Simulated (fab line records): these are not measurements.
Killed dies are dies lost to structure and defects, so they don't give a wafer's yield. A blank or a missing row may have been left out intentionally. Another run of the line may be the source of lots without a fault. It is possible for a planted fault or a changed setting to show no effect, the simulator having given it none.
Commonality check across tools + flow gf180mcu + Sampled: 11 lots, 39 wafers

WHY IT WAS OPENED
GF_VT_IMPLANT_RS_MEAS_49, reading MVPSD_RS: flagged on 2 of 11 lots. Wafers without a fault read 1169.4 ohm/sq, standard deviation 2.8.
Rule: flag the lot when none of its wafers has a number, or when each of its wafers that has one lies beyond 4 standard deviations from that mean. The rest of the lots are taken to be sound.

| lot  | measured     | on            | MVPSD_RS (ohm/sq), wafer by wafer         | flag    |
|------|--------------|---------------|-------------------------------------------|---------|
| L831 | day 7 14:44  | film metro-01 | 1168.3 1168.8 1173.4                      |         |
| L832 | day 7 22:17  | film metro-02 | 1168.5 1171.6 1168.3                      |         |
| L834 | day 8 07:44  | film metro-01 | 1173.6 1175.9 1176.6                      |         |
| L837 | day 9 05:26  | film metro-02 | 1167.0 1167.3 1168.0                      |         |
| L839 | day 9 20:06  | film metro-01 | 1171.1 1165.9 1166.8                      |         |
| L840 | day 10 01:35 | film metro-02 | 1171.0 1170.9 1172.5                      |         |
| L844 | day 11 04:53 | film metro-02 | 1175.5 1174.7 1171.9                      |         |
| L847 | day 12 01:30 | film metro-01 | 1189.2 1188.0 1187.9 1190.9 1184.9 1190.1 | FLAGGED |
| L848 | day 12 07:12 | film metro-02 | 1194.3 1193.5 1198.3 1194.6 1194.5 1195.6 | FLAGGED |
| L849 | day 12 14:04 | film metro-03 | 1170.3 1171.9 1173.4                      |         |
| L852 | day 13 08:21 | film metro-03 | 1168.8 1168.0 1170.2                      |         |
On average the flagged lots' numbers are 1191.8 ohm/sq, which is +22.4 ohm/sq against the usual, or +8 standard deviations.

TOOL THAT RAN EACH LOT
3 process steps preceding the reading are held in the record, out of 602 steps in the route. Cell contents, in order: the tool; ch with the chambers the sampled wafers went through; the start.
| lot  | flag    | GF_STI_CMP_25                | GF_MVPSD_IMPLANT_08             | GF_VT_IMPLANT_STRIP_20               |
|------|---------|------------------------------|---------------------------------|--------------------------------------|
| L831 |         | cmp-01 ch 1,3, day 2 03:53   | implanter-04 ch 0, day 5 01:37  | plasma asher-04 ch 0,1, day 6 07:01  |
| L832 |         | cmp-02 ch 1,3, day 2 11:56   | implanter-01 ch 0, day 5 08:21  | plasma asher-02 ch 0,1, day 6 13:49  |
| L834 |         | cmp-01 ch 0,3, day 2 18:32   | implanter-01 ch 0, day 5 18:08  | plasma asher-03 ch 0,1, day 6 23:50  |
| L837 |         | cmp-01 ch 2,3, day 3 11:10   | implanter-02 ch 0, day 6 11:44  | plasma asher-02 ch 0, day 7 19:49    |
| L839 |         | cmp-01 ch 0,3, day 3 22:22   | implanter-02 ch 0, day 7 01:12  | plasma asher-04 ch 0,1, day 8 09:08  |
| L840 |         | cmp-02 ch 0,1,2, day 4 01:37 | implanter-01 ch 0, day 7 04:59  | plasma asher-04 ch 0,1, day 8 13:57  |
| L844 |         | cmp-01 ch 0,1,2, day 5 00:13 | implanter-01 ch 0, day 8 06:38  | plasma asher-04 ch 1, day 9 17:10    |
| L847 | FLAGGED | cmp-01 ch 0,1,2, day 5 15:20 | implanter-01 ch 0, day 9 00:50  | plasma asher-02 ch 0,1, day 10 12:08 |
| L848 | FLAGGED | cmp-01 ch 0,2, day 5 19:28   | implanter-01 ch 0, day 9 05:44  | plasma asher-03 ch 0,1, day 10 17:52 |
| L849 |         | cmp-01 ch 0,2,3, day 5 23:52 | implanter-04 ch 0, day 9 12:20  | plasma asher-04 ch 0,1, day 11 00:28 |
| L852 |         | cmp-02 ch 0,2,3, day 6 15:44 | implanter-04 ch 0, day 10 03:58 | plasma asher-04 ch 0,1, day 11 16:46 |
What the steps here do:
- GF_STI_CMP_25: polishes, stops on Si3N4, t overpolish 33 s, target thk 524.6 nm.
- GF_MVPSD_IMPLANT_08
- GF_VT_IMPLANT_STRIP_20: strips in O2/N2.
- GF_VT_IMPLANT_RS_MEAS_49: measures by four-point-probe.

FLAGGED OVER TOTAL, TOOL BY TOOL (the gauges that took the reading come last)
| step                     | tool            | lots run | flagged | share of the flagged lots | sound lots run after its first flagged lot |
|--------------------------|-----------------|----------|---------|---------------------------|--------------------------------------------|
| GF_STI_CMP_25            | cmp-01          | 8        | 2       | all                       | 1 (L849)                                   |
| GF_STI_CMP_25            | cmp-02          | 3        | 0       | none                      | -                                          |
| GF_MVPSD_IMPLANT_08      | implanter-01    | 6        | 2       | all                       | 0                                          |
| GF_MVPSD_IMPLANT_08      | implanter-02    | 2        | 0       | none                      | -                                          |
| GF_MVPSD_IMPLANT_08      | implanter-04    | 3        | 0       | none                      | -                                          |
| GF_VT_IMPLANT_STRIP_20   | plasma asher-02 | 3        | 1       | some                      | 0                                          |
| GF_VT_IMPLANT_STRIP_20   | plasma asher-03 | 2        | 1       | some                      | 0                                          |
| GF_VT_IMPLANT_STRIP_20   | plasma asher-04 | 6        | 0       | none                      | -                                          |
| GF_VT_IMPLANT_RS_MEAS_49 | film metro-01   | 4        | 1       | some                      | 0                                          |
| GF_VT_IMPLANT_RS_MEAS_49 | film metro-02   | 5        | 1       | some                      | 0                                          |
| GF_VT_IMPLANT_RS_MEAS_49 | film metro-03   | 2        | 0       | none                      | -                                          |

WHAT THE TABLE ALLOWS
2 rows of the table ran every flagged lot: cmp-01 at GF_STI_CMP_25, implanter-01 at GF_MVPSD_IMPLANT_08.
- cmp-01 at GF_STI_CMP_25: 2 of its 8 lots flagged. Sound lots ran on it after the first flagged one (L849), which a lasting fault on the whole tool wouldn't allow.
- implanter-01 at GF_MVPSD_IMPLANT_08: 2 of its 6 lots flagged. Last sound lot L844 at day 8 06:38, first flagged lot L847 at day 9 00:50; a fault beginning in between fits. Its own readings (beam energy keV) fall more than 4 standard deviations out on all wafers of the flagged lots.
Left over: one tool, implanter-01 at GF_MVPSD_IMPLANT_08.

WHAT WAS PUT IN BY THE SIMULATOR
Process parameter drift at GF_MVPSD_IMPLANT_08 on implanter-01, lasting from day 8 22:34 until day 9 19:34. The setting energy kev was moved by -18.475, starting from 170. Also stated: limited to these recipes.
Struck lots among those shown: L847, L848. The same result came from the rule above.
